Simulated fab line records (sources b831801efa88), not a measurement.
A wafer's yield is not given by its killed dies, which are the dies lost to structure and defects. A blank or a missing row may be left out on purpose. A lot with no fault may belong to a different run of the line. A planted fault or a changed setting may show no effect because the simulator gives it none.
fab line records    flow sky130
record lots=5  wafers=15  last_day=47
route steps=708 shown SONOS_ONO@182 GATE_OXIDE@187 PAD_OPEN@708
lots that met no fault: from a run of the same line without faults
start_h: hours from the record's opening day to when the first of the lot's shown wafers began    wait_h: hours from the lot's prior step to this one    " unchanged from the row above    L1.1+2: a row that stands for several wafers    - either no value or no given start    * or withheld: withheld    < > ~ a bound
route shown NAME@n: a module of which the file shows steps, and the number in the route of the first    usual: the fault-free wafers' mean and standard deviation    same: alike in all rows    chamber/n: place in a boat    sites: readings site by site    _std_site: the values' standard deviation    _edge_site: outer sites' mean less inner sites'    radius_mm: how far each site lies from the wafer's centre    mask NAME#n: copy n    behind: tool/chamber where the wafer was last shaped    hold: what put the lot on hold/how long, in hours/how the hold closed    device: whichever transistor did not switch (one of n, p or np)    end of line: at the end of the route, the tests of the same wafers    a step without rows: its recipe alone    killed: dies lost to structure and defects at the first sort, not the wafer's yield    map: per-die view of a wafer (x killed, . not killed, _ where there is no die)
set.NAME: the run value of the setting; set.NAME@STEP: its run value at that earlier step    model.NAME: the simulator's own value behind a step, which no gauge read
lots seen at some steps along the route; tables by step, rows by wafer
services: a tool's chamber out of use, with start hour (start_h, from the record's first day; less than 0 if before it), hours out, and reason
## steps
# step SKY_SONOS_ONO_OVL_MEAS_14
# usual SONOS_ONO_OVL=1.0/1.5
lot.wafer  tool        chamber  start_h  wait_h  SONOS_ONO_OVL[nm]
L681.1     overlay-02  -        294.29   0.1     2.5
L681.4     "           -        "        "       2.8
L681.6     "           -        "        "       1.0
L684.2     overlay-01  -        304.59   0.1     0.5
L684.3     "           -        "        "       0.8
L684.6     "           -        "        "       0.8
L685.3     overlay-02  -        308.05   0.1     0.3
L685.5     "           -        "        "       -1.7
L685.6     "           -        "        "       -0.5
L687.1     overlay-02  -        329.02   0.1     2.6
L687.4     "           -        "        "       0.9
L687.6     "           -        "        "       2.5
L690.3     overlay-02  -        353.85   0.1     0.2
L690.4     "           -        "        "       -0.2
L690.5     "           -        "        "       -0.5
# step SKY_SONOS_ONO_ETCH_15
# recipe target_depth_nm=19.52  chemistry=CHF3/O2  source_w=600  bias_w=200  pressure_mtorr=40  chf3_flow_sccm=50  O2_flow_sccm=5  time_s=7.8
# usual drypump_motor_current_A=5.7/0.54  oes_product_au=1.001/0.0098  throttle_valve_pct=8.825/0.01
lot.wafer  tool         chamber  start_h  wait_h  drypump_motor_current_A  oes_product_au  rf_hours_counter_h  throttle_valve_pct
L681.1     rie_diel-01  0        294.32   0.0     6.5                      0.979           0                   8.812
L681.4     "            2        "        "       5.3                      1.008           6                   8.813
L681.6     "            3        "        "       5.4                      0.994           -                   8.826
L684.2     rie_diel-02  0        304.62   0.0     5.9                      1.013           80                  8.827
L684.3     "            3        "        "       6.2                      1.000           3                   8.832
L684.6     "            1        "        "       6.0                      1.001           -                   8.835
L685.3     rie_diel-01  2        308.07   0.0     5.3                      1.011           6                   8.833
L685.5     "            0        "        "       6.5                      0.982           -                   8.816
L685.6     "            1        "        "       4.6                      0.992           -                   8.823
L687.1     rie_diel-01  0        329.06   0.0     6.5                      0.994           0                   8.824
L687.4     "            2        "        "       5.3                      1.012           7                   8.823
L687.6     "            0        "        "       6.5                      0.988           -                   8.819
L690.3     rie_diel-02  1        353.87   0.0     6.0                      1.001           81                  8.829
L690.4     "            2        "        "       6.3                      1.020           70                  8.838
L690.5     "            3        "        "       6.1                      0.993           -                   8.839
# step SKY_SONOS_ONO_WET_ETCH_16
# recipe chemistry=dHF  target_depth_nm=14  dry=n2_spin  target=SiO2  dilution=100:1  temp_c=25  time_s=280
# step SKY_SONOS_ONO_STRIP_17
# recipe chemistry=O2/N2  power_w=1400  pressure_mtorr=1500  platen_temp_c=withheld  o2_flow_sccm=3000  n2_flow_sccm=300  overash_fraction=0.5
# usual drypump_motor_current_A=5.15/0.22  oes_product_au=0.710/0.0042  strip_time_to_endpoint_s=14.10/0.048
lot.wafer  tool             chamber  start_h  wait_h  drypump_motor_current_A  oes_product_au  rf_hours_counter_h  strip_time_to_endpoint_s
L681.1     plasma_asher-04  1        294.43   0.0     4.93                     0.707           17                  14.15
L681.4     "                1        "        "       4.93                     0.715           -                   14.11
L681.6     "                1        "        "       4.93                     0.717           -                   14.13
L684.2     plasma_asher-04  1        304.73   0.0     4.92                     0.710           18                  14.17
L684.3     "                1        "        "       4.92                     0.709           -                   14.16
L684.6     "                1        "        "       4.91                     0.713           -                   14.15
L685.3     plasma_asher-03  0        308.21   0.0     5.12                     0.703           -                   14.06
L685.5     "                0        "        "       5.08                     0.705           -                   14.10
L685.6     "                1        "        "       5.33                     0.708           -                   14.05
L687.1     plasma_asher-02  0        329.16   0.0     4.75                     0.706           53                  14.10
L687.4     "                1        "        "       5.03                     0.716           -                   14.09
L687.6     "                1        "        "       5.04                     0.716           -                   14.06
L690.3     plasma_asher-03  1        354.01   0.0     5.30                     0.706           -                   13.99
L690.4     "                0        "        "       5.12                     0.716           -                   14.01
L690.5     "                1        "        "       5.32                     0.714           -                   14.04
# step SKY_SONOS_ONO_WET_ETCH_18
# recipe chemistry=H3PO4  target_depth_nm=15  target=Si3N4  temp_c=160  time_s=172
# step SKY_GATE_OXIDE_CLEAN_00
# recipe chemistry=SC1/SC2  mix=1:4:20  temp_c=70  time_s=150  dry=n2_spin
# step SKY_GATE_OXIDE_OXIDATION_01
# recipe temp_c=900  ambient=O2  stabilise_s=600  purge_s=300  target_thk_a=102.68  ox_time_s=1473
# step SKY_GATE_OXIDE_THK_MEAS_02
# recipe reads=SiO2_of_GATE_OXIDE_OXIDATION_01
# usual GATE_OXIDE_OXIDATION_00_THK=10.29/0.18
lot.wafer  tool           chamber  start_h  wait_h  GATE_OXIDE_OXIDATION_00_THK[nm]
L681.1     film_metro-02  -        297.03   0.0     10.09
L681.4     "              -        "        "       10.21
L681.6     "              -        "        "       10.16
L684.2     film_metro-03  -        307.99   0.0     10.23
L684.3     "              -        "        "       10.06
L684.6     "              -        "        "       10.11
L685.3     film_metro-02  -        310.80   0.0     10.15
L685.5     "              -        "        "       10.11
L685.6     "              -        "        "       10.08
L687.1     film_metro-04  -        331.50   0.0     10.28
L687.4     "              -        "        "       10.17
L687.6     "              -        "        "       10.06
L690.3     film_metro-04  -        356.09   0.0     10.13
L690.4     "              -        "        "       9.98
L690.5     "              -        "        "       10.21
# step SKY_GATE_OXIDE_DEHYDRATE_03
# recipe temp_c=200  time_s=60
# step SKY_GATE_OXIDE_HMDS_04
# recipe prime_time_s=60  prime_temp_c=120
# step SKY_GATE_OXIDE_COAT_05
# recipe resist=NOVOLAK  spin_rpm=3053  resist_thk_nm=1140
# step SKY_GATE_OXIDE_SOFTBAKE_06
# recipe temp_c=90  time_s=60  resist=NOVOLAK
# step SKY_GATE_OXIDE_EXPOSE_07
# recipe mask_id=LVOM  na=0.6  source_shape=conventional  sigma_outer=0.6  polarization=unpolarized  target_cd_nm=600  dose_mj=170
lot.wafer   tool              chamber  start_h  wait_h  mask
L681.1+4+6  iline_stepper-01  0        310.68   -       LVOM#0
L684.2+3+6  iline_stepper-01  0        320.57   -       LVOM_R1#0
L685.3+5+6  iline_stepper-01  0        322.74   -       LVOM#0
L687.1+4+6  iline_stepper-01  0        345.32   -       LVOM#0
L690.3+4+5  iline_stepper-02  0        370.81   -       LVOM#0
# step SKY_GATE_OXIDE_PEB_08
# recipe temp_c=withheld  time_s=*  resist=NOVOLAK
# step SKY_PAD_OPEN_PROBE_99
# usual killed_at_M0_to_M3=43/7.1  killed_at_M4_up=3/1.7  killed_at_contacts=25/5.6  killed_at_front_end=16/4.1  killed_at_other=0.2/0.49  killed_dies=87/9.8  killed_on_rim=17/3.8  killed_open=47/7.6  killed_short=40/6.1
# same gross_dies=492  killed_at_back_side=0
lot.wafer  tool       chamber  start_h  wait_h  killed_at_M0_to_M3  killed_at_M4_up  killed_at_contacts  killed_at_front_end  killed_at_other  killed_dies  killed_on_rim  killed_open  killed_short
L684.2     prober-02  -        1091.52  0.1     48                  1                21                  106                  2                178          41             45           43
L684.3     prober-02  -        1091.57  0.2     35                  3                33                  98                   0                169          35             50           41
L684.6     prober-02  -        1091.72  0.2     41                  2                22                  105                  0                170          38             42           36
L685.3     prober-01  -        1093.29  0.2     26                  2                31                  10                   0                69           11             39           30
L685.5     prober-01  -        1093.39  0.2     35                  2                18                  18                   0                73           13             43           30
L685.6     prober-01  -        1093.44  0.2     47                  0                31                  15                   0                93           20             48           45
L687.1     prober-02  -        1111.58  0.1     56                  2                19                  16                   0                93           20             54           39
L687.4     prober-02  -        1111.73  0.2     48                  6                26                  11                   0                91           12             42           49
L687.6     prober-02  -        1111.83  0.2     42                  3                21                  14                   0                80           17             37           43
L690.3     prober-02  -        1132.43  0.2     37                  5                19                  19                   0                80           23             45           35
L690.4     prober-02  -        1132.48  0.2     43                  4                16                  12                   1                76           14             33           43
L690.5     prober-02  -        1132.53  0.2     43                  6                18                  12                   0                79           21             44           35
# killed by level:class
L684.2 GATE_OXIDE:area_expose=90 CONTACT:geometric_particle:open=10 VIA1:geometric_particle:short=9 METAL3:geometric_particle:short=7 VIA3:geometric_particle:open=7 FIELD_ISO:geometric_particle:open=6 LI_CONTACT:geometric_particle:open=5 VIA2:geometric_particle:short=5
L684.3 GATE_OXIDE:area_expose=78 CONTACT:geometric_particle:open=14 VIA1:geometric_particle:open=9 LI_CONTACT:geometric_particle:open=8 FIELD_ISO:geometric_particle:short=5 VIA2:geometric_particle:short=5 LOCAL_INTERCONNECT:geometric_particle:short=5 FIELD_ISO:geometric_particle:open=4
L684.6 GATE_OXIDE:area_expose=92 VIA3:geometric_particle:open=10 CONTACT:geometric_particle:open=9 VIA1:geometric_particle:open=8 CONTACT:geometric_particle:short=7 METAL2:geometric_particle:short=6 METAL3:geometric_particle:short=5 LI_CONTACT:geometric_particle:open=5
L685.3 CONTACT:geometric_particle:open=10 VIA1:geometric_particle:open=8 LI_CONTACT:geometric_particle:open=7 CONTACT:geometric_particle:short=5 VIA2:geometric_particle:open=5 LOCAL_INTERCONNECT:geometric_particle:short=4 METAL1:geometric_particle:short=4 FIELD_ISO:geometric_particle:short=3
L685.5 LI_CONTACT:geometric_particle:open=10 VIA3:geometric_particle:open=7 VIA2:geometric_particle:open=6 POLY_GATE:geometric_particle:open=5 VIA1:geometric_particle:short=5 VIA1:geometric_particle:open=5 SPACER:geometric_particle:short=4 LOCAL_INTERCONNECT:geometric_particle:short=4
L685.6 VIA1:geometric_particle:open=11 CONTACT:geometric_particle:open=10 LI_CONTACT:geometric_particle:open=9 VIA1:geometric_particle:short=9 VIA3:geometric_particle:short=7 VIA3:geometric_particle:open=5 POLY_GATE:geometric_particle:short=4 POLY_GATE:geometric_particle:open=4
L687.1 VIA1:geometric_particle:open=18 VIA2:geometric_particle:open=9 CONTACT:geometric_particle:short=7 CONTACT:geometric_particle:open=6 VIA3:geometric_particle:open=6 POLY_GATE:geometric_particle:open=5 POLY_GATE:geometric_particle:short=5 VIA2:geometric_particle:short=5
L687.4 VIA1:geometric_particle:open=11 CONTACT:geometric_particle:open=8 LI_CONTACT:geometric_particle:open=6 VIA1:geometric_particle:short=6 METAL2:geometric_particle:short=6 VIA2:geometric_particle:open=6 METAL4:geometric_particle:short=6 METAL3:geometric_particle:short=5
L687.6 VIA1:geometric_particle:open=8 CONTACT:geometric_particle:open=7 VIA3:geometric_particle:open=7 METAL1:geometric_particle:short=6 VIA2:geometric_particle:short=6 POLY_GATE:geometric_particle:short=5 LI_CONTACT:geometric_particle:open=5 CONTACT:geometric_particle:short=5
L690.3 VIA3:geometric_particle:open=8 VIA1:geometric_particle:short=7 CONTACT:geometric_particle:open=6 FIELD_ISO:geometric_particle:open=5 POLY_GATE:geometric_particle:open=5 VIA1:geometric_particle:open=5 METAL2:geometric_particle:short=5 VIA2:geometric_particle:open=5
L690.4 VIA1:geometric_particle:short=8 LOCAL_INTERCONNECT:geometric_particle:short=7 METAL2:geometric_particle:short=6 VIA3:geometric_particle:open=6 FIELD_ISO:geometric_particle:short=5 VIA1:geometric_particle:open=5 LI_CONTACT:geometric_particle:open=4 VIA3:geometric_particle:short=4
L690.5 VIA3:geometric_particle:open=10 VIA2:geometric_particle:open=9 METAL2:geometric_particle:short=9 CONTACT:geometric_particle:open=8 FIELD_ISO:geometric_particle:open=5 VIA3:geometric_particle:short=5 FIELD_ISO:geometric_particle:short=4 METAL4:geometric_particle:short=4
# map L684.2 (x killed, . not)
__________..xxx.xxxx_________
________.x.xxx...xx.x._______
______xxxx.xxxx.xxx.xx.x_____
_____.x...xx..x..xxxxxxxx____
____xx...xxx....xxx..xxxxx___
___...x.x.x.xx..xxxx.xx..xx__
__.........x.x.xxxxxx.xxx.xx_
_....xx.....xxx.x...xx.x.xx.x
_.x...xx.xx..x.x.....x.xx.xxx
_...xx.x..xx.x.x.....xx...x.x
_......x.....x..x..x..xx.xxx.
_x.............x.x.xx....x...
_.......x..xxx....x.....xxxxx
_.........xx.....x.xx....xxxx
_.x...x.........x........xx.x
__............xx...xx..x..xx_
___...................x...x__
____..xx.....x.....x.....x___
_____.........x.......x..____
______..........x.x..xx._____
________...x.........._______
__________...x.....x_________
# map L681.4 (x killed, . not)
__________...x..x..._________
________xxx....x.x...._______
______.......x.........x_____
_____...x.x.............x____
____...x.x.x.x...x.x.x....___
___.x..xxx.x..xx...........__
__....xx...x......x...xx...._
_..........x.................
_x.....x..x......xx..........
_...x......x........xx.......
_.....xx......xx.x.x......x..
_..x.................xx..x...
_x......x......x..x........x.
_...........x....x.....x...x.
_......x.x....x..x.x..x...x..
__.x.x.xx.......x.......xxx._
___xx....x......x.x....x..x__
____.xx...x........x.xx...___
_____..xxx...xx.x...x.x..____
______...........xx....._____
________........x.x..._______
__________x........._________
## services
tool              chamber  start_h  hours  kind
rie_diel-02       -        303.53   0.1    repair
rie_diel-01       0        308.55   12.6   repair
plasma_asher-02   -        320.15   2.8    pm
iline_stepper-01  -        324.92   1.7    pm
plasma_asher-02   -        334.47   5.1    repair
## key
first_sign step=SKY_GATE_OXIDE_EXPOSE_07  reading=mask  direction=changed
effect step=SKY_PAD_OPEN_PROBE_99  reading=killed_at_front_end  direction=up  sigmas=21  usual=16  struck=103
more_kills_born_at SKY_GATE_OXIDE_EXPOSE_07@iline_stepper-01=260
met_at SKY_GATE_OXIDE_EXPOSE_07
struck_wafers L684.2,L684.3,L684.6
tester_left_out L684
onset_between 310.68 320.57
fault kind=wrong_mask  tool=any  chamber=-  onset_h=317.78  steps=SKY_GATE_OXIDE_EXPOSE_07  aux_copy=LVOM_R1#0  cd_offset_nm=90  scope=struck_lots_only
# tester_left_out: of these lots the tester's yield and bins aren't shown, on N5 and GAA mostly nor the transistor test; their killed dies are dies lost to structure and defects alone, not to doping, threshold or leakage, so they don't give the yield
